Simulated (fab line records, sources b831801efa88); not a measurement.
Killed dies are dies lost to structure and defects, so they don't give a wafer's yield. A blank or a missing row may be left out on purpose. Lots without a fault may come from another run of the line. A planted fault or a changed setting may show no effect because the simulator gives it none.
fab line records | flow sky130
record lots=5 wafers=15 last_day=50
route steps=708 shown VIA1@473 METAL2@483 PAD_OPEN@708
lots that met no fault: from a run of the same line without faults
start_h: hours from the record's first day to the start of the lot's first wafer shown | wait_h: hours since the lot's step before | " the same as in the row above | L1.1+2: a row that stands for several wafers | - no value, or no start given | * or withheld: withheld | < > ~ a bound
route shown NAME@n: a module of which the file shows steps, and the number in the route of the first | usual: mean/standard deviation of fault-free wafers | same: alike in all rows | chamber/n: place in a boat | sites: the reading at each site | _std_site: their standard deviation | _edge_site: outer sites' mean less inner sites' | radius_mm: how far each site lies from the wafer's centre | mask NAME#n: copy n | behind: the tool/chamber that last shaped the wafer | hold: why the lot was held/for how many hours/how that ended | device: the transistor (n, p or np) that didn't switch | end of line: the same wafers' tests at the end of the route | a step without rows: its recipe alone | killed: dies lost to structure and defects at the first sort, not the wafer's yield | map: a wafer's dies, x killed, . not, _ none there
set.NAME: the setting as run; set.NAME@STEP: as run at that earlier step | model.NAME: the simulator's own value behind a step, which no gauge read
lots at some steps of the route; a table a step, a row a wafer
services: from which hour (start_h, from the record's first day; less than 0 if before it) a tool's chamber was out of use, for how many hours, and why
## steps
# step SKY_VIA1_ETCH_15
# recipe target=SiO2 chemistry=C4F8/O2/Ar target_depth_nm=351 stop_on=TiN mask_material=KrF-thick source_w=1500 bias_w=1200 pressure_mtorr=40 c4f8_flow_sccm=withheld O2_flow_sccm=6 Ar_flow_sccm=300 time_s=54
# step SKY_VIA1_STRIP_16
# recipe chemistry=O2/N2 power_w=1400 pressure_mtorr=1500 platen_temp_c=withheld o2_flow_sccm=3000 n2_flow_sccm=300 overash_fraction=0.5
# step SKY_VIA1_STRIP_17
# recipe chemistry=post_etch_residue_remover time_s=1200 temp_c=72.5
# step SKY_VIA1_CLEAN_18
# recipe chemistry=IPA time_s=180 temp_c=25
# step SKY_VIA1_CLEAN_19
# recipe chemistry=O3/DIW dry=n2_spin
# step SKY_VIA1_SPUTTER_20
# recipe material=TiN target_thk_nm=20 chamber_pressure_pa=5 power_w=4000 time_s=80
# usual throttle_valve_pct=30.4/0.56
# columns lot.wafer tool chamber start_h wait_h throttle_valve_pct
L813.2 pvd_sputter-02 - 800.75 0.0 29.3
L813.4 " - " " 31.7
L813.6 " - " " 30.9
L818.2 pvd_sputter-03 - 855.83 0.0 30.0
L818.5 " - " " 30.1
L818.6 " - " " 30.1
L825.2 pvd_sputter-01 - 915.57 0.0 30.6
L825.4 " - " " 30.9
L825.5 " - " " 31.3
L828.1 pvd_sputter-03 - 915.82 0.0 30.2
L828.2 " - " " 30.8
L828.4 " - " " 30.3
L835.1 pvd_sputter-01 - 963.38 0.0 30.5
L835.4 " - " " 31.1
L835.6 " - " " 31.5
# step SKY_VIA1_CVD_21
# recipe material=W target_thk_nm=270 time_s=80.902 temp_c=400 pressure_torr=40
# step SKY_VIA1_RS_MEAS_22
# recipe thk_meas_gauge=four-point-probe reads=W_of_VIA1_CVD_21+TiN_of_VIA1_SPUTTER_20
# usual VIA1_W_RS=0.425/0.0061
# columns lot.wafer tool chamber start_h wait_h VIA1_W_RS[ohm/sq]
L813.2 film_metro-02 - 800.93 0.1 0.418
L813.4 " - " " 0.439
L813.6 " - " " 0.433
L818.2 film_metro-01 - 856.01 0.1 0.415
L818.5 " - " " 0.420
L818.6 " - " " 0.424
L825.2 film_metro-02 - 915.74 0.1 0.418
L825.4 " - " " 0.422
L825.5 " - " " 0.425
L828.1 film_metro-04 - 915.98 0.1 0.433
L828.2 " - " " 0.426
L828.4 " - " " 0.432
L835.1 film_metro-01 - 963.54 0.1 0.422
L835.4 " - " " 0.426
L835.6 " - " " 0.424
# step SKY_VIA1_THK_MEAS_23
# recipe thk_meas_gauge=xrf reads=W_of_VIA1_CVD_21
# usual VIA1_W_THK=273/3.9
# columns lot.wafer tool chamber start_h wait_h VIA1_W_THK[nm]
L813.2 film_metro-02 - 801.04 0.1 275
L813.4 " - " " 263
L813.6 " - " " 267
L818.2 film_metro-01 - 856.12 0.1 279
L818.5 " - " " 276
L818.6 " - " " 273
L825.2 film_metro-02 - 915.85 0.1 272
L825.4 " - " " 268
L825.5 " - " " 269
L828.1 film_metro-04 - 916.10 0.1 269
L828.2 " - " " 275
L828.4 " - " " 270
L835.1 film_metro-01 - 963.66 0.1 275
L835.4 " - " " 274
L835.6 " - " " 274
# step SKY_VIA1_CMP_24
# recipe stop_on=SiO2 t_overpolish_s=15 down_force_psi=3.5 platen_rpm=60 target_thk_nm=0 pad_velocity_m_s=0.94248
# step SKY_METAL2_SPUTTER_00
# recipe material=Ti target_thk_nm=15 power_w=3000 time_s=10 chamber_pressure_pa=0.4
# step SKY_METAL2_SPUTTER_01
# recipe material=TiN target_thk_nm=20 power_w=6500 time_s=16.7 chamber_pressure_pa=0.4
# step SKY_METAL2_SPUTTER_02
# recipe material=AlCu target_thk_nm=250 power_w=10600 time_s=13.3 chamber_pressure_pa=0.4
# usual throttle_valve_pct=30.2/0.93
# columns lot.wafer tool chamber start_h wait_h throttle_valve_pct model.AlCu_of_METAL2_SPUTTER_02.thk_nm
L813.2 pvd_sputter-01 - 801.44 0.0 30.6 253
L813.4 " - " " 29.2 249.8
L813.6 " - " " 30.2 252.2
L818.2 pvd_sputter-04 - 856.52 0.0 30.1 248.7
L818.5 " - " " 31.4 252.2
L818.6 " - " " 28.5 245.6
L825.2 pvd_sputter-04 - 917.25 0.0 31.4 254.2
L825.4 " - " " 28.5 246.8
L825.5 " - " " 30.1 329.5
L828.1 pvd_sputter-01 - 917.30 0.0 29.3 259.2
L828.2 " - " " 31.4 254.7
L828.4 " - " " 30.6 256.1
L835.1 pvd_sputter-02 - 964.07 0.0 31.8 247.9
L835.4 " - " " 29.4 249.5
L835.6 " - " " 30.7 246.1
# step SKY_METAL2_SPUTTER_03
# recipe material=Ti target_thk_nm=5 power_w=2925 time_s=3.3 chamber_pressure_pa=0.4
# step SKY_METAL2_SPUTTER_04
# recipe material=TiN target_thk_nm=70 power_w=6500 time_s=58.3 chamber_pressure_pa=0.4
# usual throttle_valve_pct=30.2/0.92
# columns lot.wafer tool chamber start_h wait_h throttle_valve_pct
L813.2 pvd_sputter-01 - 801.48 0.0 30.4
L813.4 " - " " 29.4
L813.6 " - " " 30.4
L818.2 pvd_sputter-04 - 856.56 0.0 29.9
L818.5 " - " " 31.6
L818.6 " - " " 28.7
L825.2 pvd_sputter-04 - 917.29 0.0 31.4
L825.4 " - " " 28.5
L825.5 " - " " 30.1
L828.1 pvd_sputter-01 - 917.35 0.0 29.3
L828.2 " - " " 31.6
L828.4 " - " " 30.2
L835.1 pvd_sputter-02 - 964.11 0.0 32.0
L835.4 " - " " 29.2
L835.6 " - " " 30.8
# step SKY_METAL2_RS_MEAS_05
# recipe thk_meas_gauge=four-point-probe reads=TiN_of_METAL2_SPUTTER_04+Ti_of_METAL2_SPUTTER_03+AlCu_of_METAL2_SPUTTER_02+TiN_of_METAL2_SPUTTER_01+Ti_of_METAL2_SPUTTER_00
# usual METAL2_ALCU_RS=0.1263/0.0016
# columns lot.wafer tool chamber start_h wait_h METAL2_ALCU_RS[ohm/sq]
L813.2 film_metro-03 - 801.55 0.0 0.1251
L813.4 " - " " 0.1267
L813.6 " - " " 0.1256
L818.2 film_metro-03 - 856.63 0.0 0.1274
L818.5 " - " " 0.1258
L818.6 " - " " 0.1292
L825.2 film_metro-04 - 917.36 0.0 0.1251
L825.4 " - " " 0.1284
L825.5 " - " " 0.0956
L828.1 film_metro-03 - 917.40 0.0 0.1222
L828.2 " - " " 0.1243
L828.4 " - " " 0.1236
L835.1 film_metro-04 - 964.16 0.0 0.1278
L835.4 " - " " 0.1273
L835.6 " - " " 0.1291
# step SKY_METAL2_THK_MEAS_06
# recipe thk_meas_gauge=xrf reads=AlCu_of_METAL2_SPUTTER_02
# usual METAL2_ALCU_THK=251/3.3
# columns lot.wafer tool chamber start_h wait_h METAL2_ALCU_THK[nm]
L813.2 film_metro-03 - 801.66 0.1 252
L813.4 " - " " 251
L813.6 " - " " 251
L818.2 film_metro-03 - 856.74 0.1 246
L818.5 " - " " 251
L818.6 " - " " 245
L825.2 film_metro-04 - 917.47 0.1 255
L825.4 " - " " 248
L825.5 " - " " 330
L828.1 film_metro-03 - 917.52 0.1 258
L828.2 " - " " 255
L828.4 " - " " 254
L835.1 film_metro-04 - 964.28 0.1 248
L835.4 " - " " 250
L835.6 " - " " 246
# step SKY_METAL2_DEHYDRATE_07
# recipe temp_c=200 time_s=60
# step SKY_METAL2_HMDS_08
# recipe prime_time_s=60 prime_temp_c=120
# step SKY_METAL2_COAT_09
# recipe resist=BARC temp_c=withheld time_s=withheld spin_rpm=3000 resist_thk_nm=60
# step SKY_METAL2_COAT_10
# recipe resist=KrF-thick spin_rpm=3000 resist_thk_nm=450
# step SKY_METAL2_SOFTBAKE_11
# recipe temp_c=99.33 time_s=90 resist=KrF-thick
# step SKY_METAL2_EXPOSE_12
# recipe mask_id=MM2 na=0.8 source_shape=annular sigma_inner=0.55 sigma_outer=0.85 target_cd_nm=140 dose_mj=28
# step SKY_METAL2_PEB_13
# recipe peb_temp_c=withheld peb_time_s=withheld resist=KrF-thick
# step SKY_METAL2_DEVELOP_14
# recipe develop_time_s=60 resist=KrF-thick dev_temp_c=21
# step SKY_METAL2_CD_MEAS_15
# recipe target_cd_nm=140
# usual cd_nm=140.1/1.5
# columns lot.wafer tool chamber start_h wait_h cd_nm
L813.2 cd_sem-01 - 838.08 - 138.2
L813.4 " - " " 137.9
L813.6 " - " " 137.8
L818.2 cd_sem-02 - 880.95 - 140.1
L818.5 " - " " 138.2
L818.6 " - " " 137.9
L825.2 cd_sem-01 - 942.46 - 141.3
L825.4 " - " " 140.3
L825.5 " - " " 140.6
L828.1 cd_sem-02 - 942.54 - 141.1
L828.2 " - " " 139.5
L828.4 " - " " 140.5
L835.1 cd_sem-01 - 988.49 - 139.9
L835.4 " - " " 139.8
L835.6 " - " " 140.7
# step SKY_METAL2_OVL_MEAS_16
# usual METAL2_OVL=-1/5.4
# columns lot.wafer tool chamber start_h wait_h METAL2_OVL[nm]
L813.2 overlay-02 - 838.18 0.1 7
L813.4 " - " " 6
L813.6 " - " " -2
L818.2 overlay-02 - 881.05 0.1 -2
L818.5 " - " " 0
L818.6 " - " " 0
L825.2 overlay-01 - 942.57 0.1 5
L825.4 " - " " -10
L825.5 " - " " 4
L828.1 overlay-02 - 942.66 0.1 13
L828.2 " - " " 4
L828.4 " - " " 0
L835.1 overlay-02 - 988.61 0.1 -8
L835.4 " - " " -4
L835.6 " - " " -4
# step SKY_METAL2_DESCUM_17
# recipe chemistry=O2 source_power_w=150 bias_power_w=0 pressure_mtorr=10 temp_c=40 time_s=8
# usual drypump_motor_current_A=5.4/0.32 oes_product_au=1.016/0.013
# columns lot.wafer tool chamber start_h wait_h drypump_motor_current_A oes_product_au rf_hours_counter_h
L813.2 rie_metal-01 1 838.21 0.0 5.4 1.027 0
L813.4 " 1 " " 5.4 1.034 -
L813.6 " 0 " " 6.0 1.036 -
L818.2 rie_metal-01 0 881.08 0.0 6.0 1.020 16
L818.5 " 0 " " 6.0 1.006 -
L818.6 " 1 " " 5.4 1.015 -
L825.2 rie_metal-01 1 942.61 0.0 5.4 1.021 -
L825.4 " 1 " " 5.4 1.023 -
L825.5 " 1 " " 5.4 1.028 -
L828.1 rie_metal-02 0 942.69 0.0 5.1 0.994 8
L828.2 " 1 " " 5.3 1.013 4
L828.4 " 0 " " 5.2 0.997 -
L835.1 rie_metal-01 0 988.65 0.0 6.0 1.010 2
L835.4 " 0 " " 6.0 1.019 -
L835.6 " 0 " " 6.0 1.007 -
# step SKY_METAL2_ETCH_18
# recipe chemistry=N2/H2 target=BARC ion_energy_ev=200 bias_w=100 pressure_mtorr=30 n2_flow_sccm=100 h2_flow_sccm=200 icp_w=500 stop_on=SiO2 time_s=45.9 target_depth_a=600
# usual bias_w=100.0/0.31 drypump_motor_current_A=5.4/0.32 n2_flow_sccm=100.0/0.3 oes_product_au=0.855/0.0052 throttle_valve_pct=13.225/0.0094
# columns lot.wafer tool chamber start_h wait_h bias_w drypump_motor_current_A n2_flow_sccm oes_product_au rf_hours_counter_h throttle_valve_pct
L813.2 rie_metal-01 1 838.24 0.0 100.0 5.4 100.1 0.866 0 13.226
L813.4 " 1 " " 100.0 5.4 100.1 0.852 - 13.210
L813.6 " 0 " " 99.9 6.0 100.2 0.863 - 13.234
L818.2 rie_metal-01 0 881.11 0.0 100.3 6.0 100.1 0.849 16 13.220
L818.5 " 0 " " 99.5 6.0 99.9 0.854 - 13.229
L818.6 " 1 " " 99.5 5.4 100.1 0.854 - 13.220
L825.2 rie_metal-01 1 942.68 0.1 100.4 5.4 99.9 0.850 - 13.225
L825.4 " 1 " " 99.9 5.4 100.2 0.844 - 13.215
L825.5 " 1 " " 99.9 5.4 99.7 0.861 - 13.224
L828.1 rie_metal-02 0 942.72 0.0 100.0 5.2 100.2 0.858 8 13.227
L828.2 " 1 " " 100.0 5.3 100.0 0.860 4 13.230
L828.4 " 0 " " 100.3 5.2 99.6 0.854 - 13.216
L835.1 rie_metal-01 0 988.68 0.0 100.0 6.0 99.7 0.843 2 13.235
L835.4 " 0 " " 100.0 6.0 99.5 0.853 - 13.228
L835.6 " 0 " " 100.6 6.0 99.8 0.865 - 13.241
# step SKY_METAL2_METAL_ETCH_19
# recipe target_depth_a=3600 stop_on=SiO2 over_etch_frac=0.3 time_s=78 chemistry=Cl2/BCl3 resist_sidewall_deg=88 pressure_mtorr=10 icp_w=900 bias_w=48.5 Cl2_flow_sccm=60 bcl3_flow_sccm=30
# usual bias_w=48.50/0.16 drypump_motor_current_A=5.4/0.32 mfc_cl2_sccm=60.00/0.21 oes_product_au=0.855/0.0065 throttle_valve_pct=22.264/0.009
# columns lot.wafer tool chamber start_h wait_h bias_w drypump_motor_current_A mfc_cl2_sccm oes_product_au rf_hours_counter_h throttle_valve_pct
L813.2 rie_metal-01 1 838.31 0.0 48.41 5.4 59.99 0.862 0 22.268
L813.4 " 1 " " 48.48 5.4 60.24 0.854 - 22.257
L813.6 " 0 " " 48.47 6.0 59.41 0.857 - 22.279
L818.2 rie_metal-01 0 881.18 0.0 48.35 6.0 60.27 0.852 16 22.264
L818.5 " 0 " " 48.43 6.0 60.00 0.850 - 22.259
L818.6 " 1 " " 48.52 5.4 59.69 0.845 - 22.271
L828.1 rie_metal-02 0 942.79 0.0 48.29 5.2 59.83 0.846 8 22.257
L828.2 " 1 " " 48.76 5.3 60.13 0.854 4 22.262
L828.4 " 0 " " 48.38 5.2 59.89 0.860 - 22.264
L825.2 rie_metal-01 1 942.82 0.1 48.59 5.4 60.30 0.854 - 22.260
L825.4 " 1 " " 48.80 5.4 60.26 0.839 - 22.261
L825.5 " 1 " " 48.66 5.4 60.55 0.906 - 22.269
L835.1 rie_metal-01 0 988.74 0.0 48.89 6.0 59.84 0.849 2 22.265
L835.4 " 0 " " 48.76 6.0 60.00 0.855 - 22.253
L835.6 " 0 " " 48.53 6.0 60.04 0.845 - 22.270
# step SKY_METAL2_STRIP_20
# recipe chemistry=O2/N2 power_w=1400 pressure_mtorr=1500 platen_temp_c=withheld o2_flow_sccm=3000 n2_flow_sccm=300 overash_fraction=0.5
# usual drypump_motor_current_A=5.6/0.65 n2_flow_sccm=300.0/0.93 oes_product_au=0.341/0.005 strip_time_to_endpoint_s=2.63/0.063
# columns lot.wafer tool chamber start_h wait_h drypump_motor_current_A n2_flow_sccm oes_product_au rf_hours_counter_h strip_time_to_endpoint_s
L813.2 plasma_asher-04 1 838.40 0.1 5.8 299.7 0.341 70 2.60
L813.4 " 0 " " 6.6 299.3 0.339 - 2.58
L813.6 " 1 " " 5.8 299.9 0.342 - 2.63
L818.2 plasma_asher-04 1 881.27 0.1 5.8 299.1 0.348 75 2.64
L818.5 " 0 " " 6.6 300.7 0.336 - 2.65
L818.6 " 1 " " 5.8 299.8 0.340 - 2.60
L828.1 plasma_asher-01 1 942.88 0.1 4.8 300.1 0.348 112 2.71
L828.2 " 0 " " 5.2 301.7 0.348 112 2.64
L828.4 " 0 " " 5.2 300.5 0.343 - 2.70
L825.2 plasma_asher-02 0 942.97 0.1 5.0 300.2 0.336 49 2.60
L825.4 " 1 " " 6.1 299.6 0.341 - 2.58
L825.5 " 0 " " 5.0 298.8 0.346 - 2.61
L835.1 plasma_asher-04 0 988.83 0.1 6.6 299.6 0.343 86 2.60
L835.4 " 1 " " 5.8 301.0 0.347 - 2.62
L835.6 " 0 " " 6.6 300.6 0.343 - 2.63
# step SKY_PAD_OPEN_PROBE_99
# columns lot.wafer tool chamber start_h wait_h model.etest.met2.line_ohm_um model.etest.met2.rs_ohm_sq
L813.2 prober-02 - 1088.67 0.1 0.9528 0.1278
L813.4 prober-02 - 1088.77 0.2 0.9317 0.1285
L813.6 prober-02 - 1088.87 0.2 0.9187 0.1259
L818.2 prober-01 - 1122.99 0.1 0.9333 0.1296
L818.5 prober-01 - 1123.14 0.2 0.8914 0.1266
L818.6 prober-01 - 1123.19 0.2 0.947 0.1325
L825.2 prober-02 - 1172.54 0.1 0.9082 0.1264
L825.4 prober-02 - 1172.64 0.2 0.936 0.1304
L825.5 prober-02 - 1172.69 0.2 0.7017 0.09712
L828.1 prober-01 - 1175.11 0.1 0.8188 0.1225
L828.2 prober-01 - 1175.16 0.1 0.8773 0.1265
L828.4 prober-01 - 1175.26 0.2 0.8635 0.1244
L835.1 prober-01 - 1201.43 0.1 0.9776 0.1307
L835.4 prober-01 - 1201.58 0.2 0.938 0.1277
L835.6 prober-01 - 1201.68 0.2 0.9412 0.1292
# killed by level:class
L813.2 VIA1:geometric_particle:open=8 FIELD_ISO:geometric_particle:open=7 CONTACT:geometric_particle:open=7 CONTACT:geometric_particle:short=6 LOCAL_INTERCONNECT:geometric_particle:short=5 VIA2:geometric_particle:open=5 VIA3:geometric_particle:open=5 FIELD_ISO:geometric_particle:short=4
L813.4 VIA1:geometric_particle:open=13 CONTACT:geometric_particle:open=13 LI_CONTACT:geometric_particle:open=8 LOCAL_INTERCONNECT:geometric_particle:short=7 METAL1:geometric_particle:short=6 VIA3:geometric_particle:open=6 CONTACT:geometric_particle:short=6 METAL2:geometric_particle:short=5
L813.6 VIA1:geometric_particle:open=12 POLY_GATE:geometric_particle:short=6 FIELD_ISO:geometric_particle:short=5 CONTACT:geometric_particle:short=5 METAL1:geometric_particle:short=5 METAL2:geometric_particle:short=5 POLY_GATE:geometric_particle:open=4 FIELD_ISO:geometric_particle:open=3
L818.2 CONTACT:geometric_particle:open=7 CONTACT:geometric_particle:short=7 METAL1:geometric_particle:short=6 METAL4:geometric_particle:short=6 FIELD_ISO:geometric_particle:open=5 LI_CONTACT:geometric_particle:open=4 LOCAL_INTERCONNECT:geometric_particle:short=4 METAL2:geometric_particle:short=4
L818.5 LI_CONTACT:geometric_particle:open=12 CONTACT:geometric_particle:open=10 VIA3:geometric_particle:open=9 FIELD_ISO:geometric_particle:open=7 METAL2:geometric_particle:short=7 POLY_GATE:geometric_particle:open=4 CONTACT:geometric_particle:short=4 FIELD_ISO:geometric_particle:short=3
L818.6 VIA1:geometric_particle:open=9 VIA2:geometric_particle:open=8 CONTACT:geometric_particle:open=6 LI_CONTACT:geometric_particle:open=6 METAL1:geometric_particle:short=6 METAL2:geometric_particle:short=6 VIA2:geometric_particle:short=5 METAL4:geometric_particle:short=5
L828.1 VIA1:geometric_particle:open=8 LI_CONTACT:geometric_particle:open=7 CONTACT:geometric_particle:open=7 METAL2:geometric_particle:short=6 METAL1:geometric_particle:short=6 VIA2:geometric_particle:open=5 VIA3:geometric_particle:open=4 FIELD_ISO:geometric_particle:short=3
L828.2 VIA1:geometric_particle:open=12 CONTACT:geometric_particle:short=8 METAL2:geometric_particle:short=8 VIA1:geometric_particle:short=6 POLY_GATE:geometric_particle:open=5 CONTACT:geometric_particle:open=5 VIA2:geometric_particle:open=5 FIELD_ISO:geometric_particle:short=4
L828.4 CONTACT:geometric_particle:open=10 VIA1:geometric_particle:open=8 METAL1:geometric_particle:short=7 METAL2:geometric_particle:short=7 POLY_GATE:geometric_particle:short=5 VIA2:geometric_particle:open=5 LI_CONTACT:geometric_particle:open=4 METAL3:geometric_particle:short=4
L835.1 VIA1:geometric_particle:open=12 VIA1:geometric_particle:short=8 FIELD_ISO:geometric_particle:open=5 NWELL:coat_microbubble_printed=5 METAL2:geometric_particle:short=5 FIELD_ISO:geometric_particle:short=4 LI_CONTACT:geometric_particle:open=4 CONTACT:geometric_particle:short=4
L835.4 CONTACT:geometric_particle:open=7 LI_CONTACT:geometric_particle:open=6 VIA1:geometric_particle:open=6 LI_CONTACT:geometric_particle:short=5 CONTACT:geometric_particle:short=5 METAL1:geometric_particle:short=5 METAL2:geometric_particle:short=5 METAL4:geometric_particle:short=4
L835.6 LI_CONTACT:geometric_particle:open=10 VIA1:geometric_particle:open=10 CONTACT:geometric_particle:open=8 FIELD_ISO:geometric_particle:open=7 METAL2:geometric_particle:short=7 METAL4:geometric_particle:short=5 FIELD_ISO:geometric_particle:short=4 VIA2:geometric_particle:open=4
## services
# columns tool chamber start_h hours kind
plasma_asher-04 - 812.93 2.6 repair
plasma_asher-01 - 814.01 2.3 repair
rie_metal-01 1 820.40 - clean
rie_metal-01 1 820.40 17.4 scheduled_down
rie_metal-01 1 820.40 17.4 vent_cycle
pvd_sputter-04 - 826.58 7.5 repair
pvd_sputter-01 0 839.57 - consumable_replace:kit
pvd_sputter-01 0 839.57 18.0 scheduled_down
pvd_sputter-01 0 839.57 18.0 vent_cycle
rie_metal-01 - 839.89 2.8 pm
pvd_sputter-02 - 845.09 110.0 repair
rie_metal-01 0 845.45 16.1 repair
pvd_sputter-04 1 865.39 - consumable_replace:kit
pvd_sputter-04 1 865.39 18.0 scheduled_down
plasma_asher-04 - 898.49 6.0 repair
pvd_sputter-03 - 904.17 1.0 repair
plasma_asher-01 - 916.67 2.8 pm
rie_metal-01 0 936.92 - clean
rie_metal-01 0 936.92 18.3 scheduled_down
rie_metal-01 0 936.92 18.3 vent_cycle
pvd_sputter-01 3 944.23 - consumable_replace:kit
pvd_sputter-01 3 944.23 18.0 scheduled_down
pvd_sputter-01 3 944.23 18.0 vent_cycle
rie_metal-01 - 981.74 4.0 pm
## key
first_sign step=SKY_METAL2_RS_MEAS_05 reading=METAL2_ALCU_RS direction=down sigmas=19 usual=0.1263 struck=0.0956
effect step=SKY_METAL2_THK_MEAS_06 reading=METAL2_ALCU_THK direction=up sigmas=24 usual=251 struck=330
effect step=SKY_METAL2_METAL_ETCH_19 reading=oes_product_au direction=up sigmas=7.8 usual=0.855 struck=0.906
model_effect step=SKY_METAL2_SPUTTER_02 value=AlCu_of_METAL2_SPUTTER_02.thk_nm without=253.5 struck=329.5
model_effect step=SKY_PAD_OPEN_PROBE_99 value=etest.met2.line_ohm_um without=0.9197 struck=0.7017
met_at SKY_METAL2_SPUTTER_02
struck_wafers L825.5
sort_left_out L825.5
fault kind=process_parameter_drift tool=pvd_sputter-04 chamber=- onset_h=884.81 steps=SKY_METAL2_SPUTTER_02 channel=target_thk_nm offset=76.052 shape=step end_h=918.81 acts_in=these_recipes_only stated=250 scope=struck_wafers_only
# sort_left_out: the simulated sort isn't trusted on such a fault, so these wafers' sort isn't shown, and their yield isn't known
